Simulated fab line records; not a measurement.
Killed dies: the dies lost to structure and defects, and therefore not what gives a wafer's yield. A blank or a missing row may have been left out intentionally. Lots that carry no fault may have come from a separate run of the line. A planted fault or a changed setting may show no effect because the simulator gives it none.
fab line records + flow gf180mcu + part 2 of 2: steps 25 to 33 of 33
record
- lots=5
- wafers=15
- lastDay=33
route steps=602 shown VT_IMPLANT@106 MVSD@136 NWELL@137 LVPWELL@138
lots untouched by any fault: they come from a run of this same line in which no faults occurred
startH: the number of hours between the record's first day and the start of the first shown wafer of the lot + waitH: hours since the lot's step before + " as in the row above + L1.1+2: several wafers, shown together as one row + - no value, or no start given + * or withheld: withheld + < > ~ a bound
route shown NAME@n: NAME is a module with steps in the file, n the number in the route of the first one + usual: mean and standard deviation over wafers with no fault + same: alike in all rows + chamber/n: place in a boat + sites: each site's reading + _std_site: how widely they spread, as a standard deviation + _edge_site: the outer-site mean with the inner-site mean subtracted + radiusMm: how far each site lies from the wafer's centre + mask NAME#n: copy n + behind: the last tool/chamber to shape the wafer + hold: why the lot went on hold/how many hours it stayed there/how the hold came to an end + device: the transistor (n, p or np) that didn't switch + end of line: at the end of the route, the tests of the same wafers + for a step that has no rows: nothing shown but its recipe + killed: at the first sort, the dies lost to defects and structure; wafer yield is something else + map: per-die view of a wafer (x killed, . not killed, _ where there is no die)
set.NAME: the run value of the setting; set.NAME@STEP: its run value at that earlier step + model.NAME: the simulator's own value behind a step, which no gauge read
a table for each step, a row for each wafer; lots at some steps of the route
services: from which hour (startH, from the record's first day; less than 0 if before it) a tool's chamber was out of use, for how many hours, and why
## steps
# step GF_VT_IMPLANT_OVL_MEAS_40
# usual
- VT_IMPLANT_03_OVL=-0.7/1.1
| lot.wafer | tool       | chamber | startH | waitH | VT_IMPLANT_03_OVL[nm] |
|-----------|------------|---------|--------|-------|-----------------------|
| L074.3    | overlay-01 | -       | 155.58 | 0.1   | -1.1                  |
| L074.5    | "          | -       | "      | "     | 0.9                   |
| L074.6    | "          | -       | "      | "     | -0.8                  |
| L077.2    | overlay-01 | -       | 176.27 | 0.1   | -0.9                  |
| L077.4    | "          | -       | "      | "     | -1.7                  |
| L077.6    | "          | -       | "      | "     | -0.6                  |
| L086.1    | overlay-02 | -       | 239.01 | 0.1   | -1.3                  |
| L086.2    | "          | -       | "      | "     | -0.6                  |
| L086.5    | "          | -       | "      | "     | -2.1                  |
| L088.2    | overlay-01 | -       | 252.27 | 0.1   | 2.2                   |
| L088.4    | "          | -       | "      | "     | -0.1                  |
| L088.6    | "          | -       | "      | "     | 2.1                   |
| L092.2    | overlay-02 | -       | 280.22 | 0.1   | 0.3                   |
| L092.3    | "          | -       | "      | "     | -1.0                  |
| L092.5    | "          | -       | "      | "     | -0.4                  |
# step GF_VT_IMPLANT_IMPLANT_41
# recipe
- species=As
- energyKev=70
- doseCm2=1.013e+12
- tiltDeg=7
# usual
- doseIonsCm2=1.0128e+12/1e+09
| lot.wafer | tool         | chamber | startH | waitH | doseIonsCm2 |
|-----------|--------------|---------|--------|-------|-------------|
| L074.3    | implanter-04 | 0       | 155.65 | 0.1   | 1.0152e+12  |
| L074.5    | "            | 0       | "      | "     | 1.0145e+12  |
| L074.6    | "            | 0       | "      | "     | 1.0133e+12  |
| L077.2    | implanter-04 | 0       | 176.33 | 0.0   | 1.0127e+12  |
| L077.4    | "            | 0       | "      | "     | 1.0132e+12  |
| L077.6    | "            | 0       | "      | "     | 1.0137e+12  |
| L086.1    | implanter-01 | 0       | 239.05 | 0.0   | 1.0125e+12  |
| L086.2    | "            | 0       | "      | "     | 1.014e+12   |
| L086.5    | "            | 0       | "      | "     | 1.0115e+12  |
| L088.2    | implanter-04 | 0       | 252.33 | 0.0   | 1.0129e+12  |
| L088.4    | "            | 0       | "      | "     | 1.0124e+12  |
| L088.6    | "            | 0       | "      | "     | 1.0135e+12  |
| L092.2    | implanter-01 | 0       | 280.27 | 0.0   | 1.0145e+12  |
| L092.3    | "            | 0       | "      | "     | 1.0138e+12  |
| L092.5    | "            | 0       | "      | "     | 1.0133e+12  |
# step GF_VT_IMPLANT_STRIP_42
# recipe
- chemistry=O2/N2
- powerW=1400
- pressureMtorr=1500
- platenTempC=250
- o2FlowSccm=3000
- n2FlowSccm=300
- overashFraction=0.5
# usual
- drypumpMotorCurrentA=5.8/0.43
- heaterPowerW=320/29
- oesProductAu=0.716/0.0045
- stripTimeToEndpointS=12.62/0.031
| lot.wafer | tool           | chamber | startH | waitH | drypumpMotorCurrentA | heaterPowerW | oesProductAu | rfHoursCounterH | stripTimeToEndpointS |
|-----------|----------------|---------|--------|-------|----------------------|--------------|--------------|-----------------|----------------------|
| L074.3    | plasmaAsher-02 | 1       | 155.78 | 0.1   | 5.6                  | 306          | 0.717        | -               | 12.65                |
| L074.5    | "              | 0       | "      | "     | 5.7                  | 317          | 0.725        | -               | 12.63                |
| L074.6    | "              | 1       | "      | "     | 5.6                  | 310          | 0.717        | -               | 12.66                |
| L077.2    | plasmaAsher-01 | 0       | 176.45 | 0.1   | 5.4                  | 281          | 0.723        | 38              | 12.62                |
| L077.4    | "              | 1       | "      | "     | 6.5                  | 286          | 0.720        | -               | 12.61                |
| L077.6    | "              | 1       | "      | "     | 6.5                  | 278          | 0.715        | -               | 12.63                |
| L086.1    | plasmaAsher-01 | 1       | 239.20 | 0.1   | 6.4                  | 285          | 0.715        | 45              | 12.62                |
| L086.2    | "              | 0       | "      | "     | 5.4                  | 281          | 0.720        | 45              | 12.62                |
| L086.5    | "              | 1       | "      | "     | 6.4                  | 279          | 0.713        | -               | 12.65                |
| L088.2    | plasmaAsher-04 | 1       | 252.45 | 0.1   | 6.3                  | 338          | 0.716        | 57              | 12.60                |
| L088.4    | "              | 0       | "      | "     | 5.3                  | 370          | 0.712        | -               | 12.59                |
| L088.6    | "              | 0       | "      | "     | 5.3                  | 355          | 0.712        | -               | 12.64                |
| L092.2    | plasmaAsher-01 | 1       | 280.40 | 0.1   | 6.4                  | 282          | 0.723        | 50              | 12.63                |
| L092.3    | "              | 0       | "      | "     | 5.4                  | 286          | 0.719        | -               | 12.63                |
| L092.5    | "              | 1       | "      | "     | 6.5                  | 286          | 0.718        | -               | 12.58                |
# step GF_VT_IMPLANT_TW_MEAS_43
# usual
- VT_IMPLANT_4_TW=694/4.3
| lot.wafer | tool         | chamber | startH | waitH | VT_IMPLANT_4_TW |
|-----------|--------------|---------|--------|-------|-----------------|
| L074.3    | filmMetro-02 | -       | 155.87 | 0.1   | 689             |
| L074.5    | "            | -       | "      | "     | 688             |
| L074.6    | "            | -       | "      | "     | 691             |
| L077.2    | filmMetro-04 | -       | 176.56 | 0.1   | 691             |
| L077.4    | "            | -       | "      | "     | 691             |
| L077.6    | "            | -       | "      | "     | 694             |
| L086.1    | filmMetro-04 | -       | 239.30 | 0.1   | 695             |
| L086.2    | "            | -       | "      | "     | 695             |
| L086.5    | "            | -       | "      | "     | 696             |
| L088.2    | filmMetro-04 | -       | 252.56 | 0.1   | 690             |
| L088.4    | "            | -       | "      | "     | 696             |
| L088.6    | "            | -       | "      | "     | 696             |
| L092.2    | filmMetro-02 | -       | 280.51 | 0.1   | 688             |
| L092.3    | "            | -       | "      | "     | 691             |
| L092.5    | "            | -       | "      | "     | 690             |
# step GF_VT_IMPLANT_CLEAN_44
# recipe
- chemistry=SC1/SC2
- mix=1:4:20
- tempC=70
- timeS=150
- dry=n2Spin
# usual
- bathGuardTempC=69.8/0.54
| lot.wafer | tool        | chamber | startH | waitH | bathGuardTempC |
|-----------|-------------|---------|--------|-------|----------------|
| L074.3    | wetBench-02 | 0       | 155.91 | 0.0   | 69.7           |
| L074.5    | "           | 0       | "      | "     | 69.3           |
| L074.6    | "           | 0       | "      | "     | 69.6           |
| L077.2    | wetBench-04 | 1       | 176.61 | 0.0   | 70.2           |
| L077.4    | "           | 1       | "      | "     | 70.2           |
| L077.6    | "           | 1       | "      | "     | 70.1           |
| L086.1    | wetBench-04 | 1       | 239.36 | 0.1   | 69.9           |
| L086.2    | "           | 1       | "      | "     | 69.9           |
| L086.5    | "           | 1       | "      | "     | 69.6           |
| L088.2    | wetBench-04 | 1       | 252.61 | 0.0   | 69.7           |
| L088.4    | "           | 1       | "      | "     | 69.7           |
| L088.6    | "           | 1       | "      | "     | 69.6           |
| L092.2    | wetBench-03 | 1       | 280.56 | 0.0   | 69.7           |
| L092.3    | "           | 1       | "      | "     | 69.4           |
| L092.5    | "           | 1       | "      | "     | 69.2           |
# step GF_VT_IMPLANT_RTA_45
# recipe
- tempC=1050
- timeS=30
- ambient=N2
# usual
- chamberO2Ppm=2.002/0.021
- lampPowerPct=31.4/2.5
- wafer_temp_C_max=1054.2/0.94
| lot.wafer | tool         | chamber | startH | waitH | chamberO2Ppm | lampPowerPct | wafer_temp_C_max |
|-----------|--------------|---------|--------|-------|--------------|--------------|------------------|
| L074.3    | rtpAnneal-02 | 0       | 155.99 | 0.0   | 2.000        | 33.5         | 1053.0           |
| L074.5    | "            | 0       | "      | "     | 1.989        | 33.5         | 1053.5           |
| L074.6    | "            | 0       | "      | "     | 1.980        | 33.5         | 1052.7           |
| L077.2    | rtpAnneal-02 | 0       | 176.69 | 0.0   | 2.016        | 33.5         | 1054.6           |
| L077.4    | "            | 0       | "      | "     | 2.021        | 33.5         | 1054.6           |
| L077.6    | "            | 0       | "      | "     | 1.997        | 33.6         | 1053.3           |
| L086.1    | rtpAnneal-02 | 0       | 239.41 | 0.0   | 2.002        | 33.5         | 1053.5           |
| L086.2    | "            | 0       | "      | "     | 1.987        | 33.5         | 1054.0           |
| L086.5    | "            | 0       | "      | "     | 1.992        | 33.5         | 1053.0           |
| L088.2    | rtpAnneal-01 | 0       | 252.68 | 0.0   | 2.003        | 28.4         | 1056.0           |
| L088.4    | "            | 0       | "      | "     | 1.999        | 28.5         | 1053.7           |
| L088.6    | "            | 0       | "      | "     | 1.974        | 28.4         | 1054.9           |
| L092.2    | rtpAnneal-01 | 0       | 280.63 | 0.0   | 2.027        | 28.5         | 1053.5           |
| L092.3    | "            | 0       | "      | "     | 2.038        | 28.4         | 1054.5           |
| L092.5    | "            | 0       | "      | "     | 2.001        | 28.4         | 1056.5           |
# step GF_VT_IMPLANT_RS_MEAS_46
# recipe
- thkMeasGauge=four-point-probe
# usual
- MVSD_RS=456.6/1.1
| lot.wafer | tool         | chamber | startH | waitH | MVSD_RS[ohm/sq] |
|-----------|--------------|---------|--------|-------|-----------------|
| L074.3    | filmMetro-04 | -       | 156.10 | 0.1   | 455.8           |
| L074.5    | "            | -       | "      | "     | 455.2           |
| L074.6    | "            | -       | "      | "     | 455.6           |
| L077.2    | filmMetro-04 | -       | 176.79 | 0.1   | 456.3           |
| L077.4    | "            | -       | "      | "     | 455.8           |
| L077.6    | "            | -       | "      | "     | 457.3           |
| L086.1    | filmMetro-02 | -       | 239.51 | 0.1   | 457.8           |
| L086.2    | "            | -       | "      | "     | 457.2           |
| L086.5    | "            | -       | "      | "     | 456.5           |
| L088.2    | filmMetro-01 | -       | 252.79 | 0.1   | 458.3           |
| L088.4    | "            | -       | "      | "     | 457.7           |
| L088.6    | "            | -       | "      | "     | 458.2           |
| L092.2    | filmMetro-01 | -       | 280.73 | 0.1   | 457.2           |
| L092.3    | "            | -       | "      | "     | 457.5           |
| L092.5    | "            | -       | "      | "     | 456.7           |
# step GF_VT_IMPLANT_RS_MEAS_47
# recipe
- thkMeasGauge=four-point-probe
# usual
- NWELL_RS=487.8/1.4
| lot.wafer | tool         | chamber | startH | waitH | NWELL_RS[ohm/sq] |
|-----------|--------------|---------|--------|-------|------------------|
| L074.3    | filmMetro-04 | -       | 156.22 | 0.1   | 488.1            |
| L074.5    | "            | -       | "      | "     | 488.0            |
| L074.6    | "            | -       | "      | "     | 488.3            |
| L077.2    | filmMetro-04 | -       | 176.91 | 0.1   | 486.9            |
| L077.4    | "            | -       | "      | "     | 489.0            |
| L077.6    | "            | -       | "      | "     | 488.1            |
| L086.1    | filmMetro-02 | -       | 239.63 | 0.1   | 487.5            |
| L086.2    | "            | -       | "      | "     | 486.3            |
| L086.5    | "            | -       | "      | "     | 486.7            |
| L088.2    | filmMetro-01 | -       | 252.91 | 0.1   | 490.2            |
| L088.4    | "            | -       | "      | "     | 489.5            |
| L088.6    | "            | -       | "      | "     | 489.3            |
| L092.2    | filmMetro-01 | -       | 280.85 | 0.1   | 489.6            |
| L092.3    | "            | -       | "      | "     | 489.3            |
| L092.5    | "            | -       | "      | "     | 489.3            |
# step GF_VT_IMPLANT_RS_MEAS_48
# recipe
- thkMeasGauge=four-point-probe
# usual
- LVPWELL_RS=1196.8/2.8
| lot.wafer | tool         | chamber | startH | waitH | LVPWELL_RS[ohm/sq] |
|-----------|--------------|---------|--------|-------|--------------------|
| L074.3    | filmMetro-04 | -       | 156.34 | 0.1   | 1197.1             |
| L074.5    | "            | -       | "      | "     | 1191.8             |
| L074.6    | "            | -       | "      | "     | 1196.6             |
| L077.2    | filmMetro-04 | -       | 177.03 | 0.1   | 1200.4             |
| L077.4    | "            | -       | "      | "     | 1202.1             |
| L077.6    | "            | -       | "      | "     | 1197.7             |
| L086.1    | filmMetro-02 | -       | 239.75 | 0.1   | 1196.6             |
| L086.2    | "            | -       | "      | "     | 1195.8             |
| L086.5    | "            | -       | "      | "     | 1192.4             |
| L088.2    | filmMetro-01 | -       | 253.03 | 0.1   | 1198.0             |
| L088.4    | "            | -       | "      | "     | 1197.1             |
| L088.6    | "            | -       | "      | "     | 1200.6             |
| L092.2    | filmMetro-01 | -       | 280.97 | 0.1   | 1198.3             |
| L092.3    | "            | -       | "      | "     | 1195.6             |
| L092.5    | "            | -       | "      | "     | 1200.5             |
## services
| tool            | chamber | startH | hours | kind   |
|-----------------|---------|--------|-------|--------|
| plasmaAsher-02  | -       | 108.75 | 9.0   | pm     |
| implanter-02    | -       | 112.02 | 1.0   | repair |
| implanter-01    | -       | 128.90 | 1.9   | repair |
| implanter-02    | -       | 131.13 | 4.2   | pm     |
| ilineStepper-01 | -       | 139.10 | 7.8   | repair |
| plasmaAsher-04  | -       | 141.66 | 2.6   | repair |
| plasmaAsher-01  | -       | 152.16 | 2.8   | pm     |
| ilineStepper-02 | -       | 167.13 | 5.4   | repair |
| wetBench-03     | -       | 171.09 | 3.2   | repair |
| plasmaAsher-04  | -       | 191.58 | 0.5   | repair |
| plasmaAsher-02  | -       | 197.97 | 2.8   | pm     |
| ilineStepper-02 | -       | 207.48 | 15.2  | repair |
| implanter-01    | -       | 217.23 | 6.0   | repair |
| plasmaAsher-02  | -       | 217.66 | 14.6  | pm     |
| ilineStepper-02 | -       | 224.57 | 3.2   | repair |
| implanter-01    | -       | 227.37 | 2.3   | pm     |
| ilineStepper-02 | -       | 228.39 | 4.4   | pm     |
| plasmaAsher-02  | -       | 232.26 | 0.4   | repair |
| wetBench-03     | -       | 235.67 | 2.3   | repair |
| plasmaAsher-04  | -       | 236.15 | 14.6  | pm     |
| implanter-02    | -       | 236.69 | 1.6   | repair |
| plasmaAsher-04  | -       | 256.35 | 2.3   | repair |
| plasmaAsher-02  | -       | 260.77 | 0.7   | repair |
| implanter-02    | -       | 269.08 | 3.4   | repair |
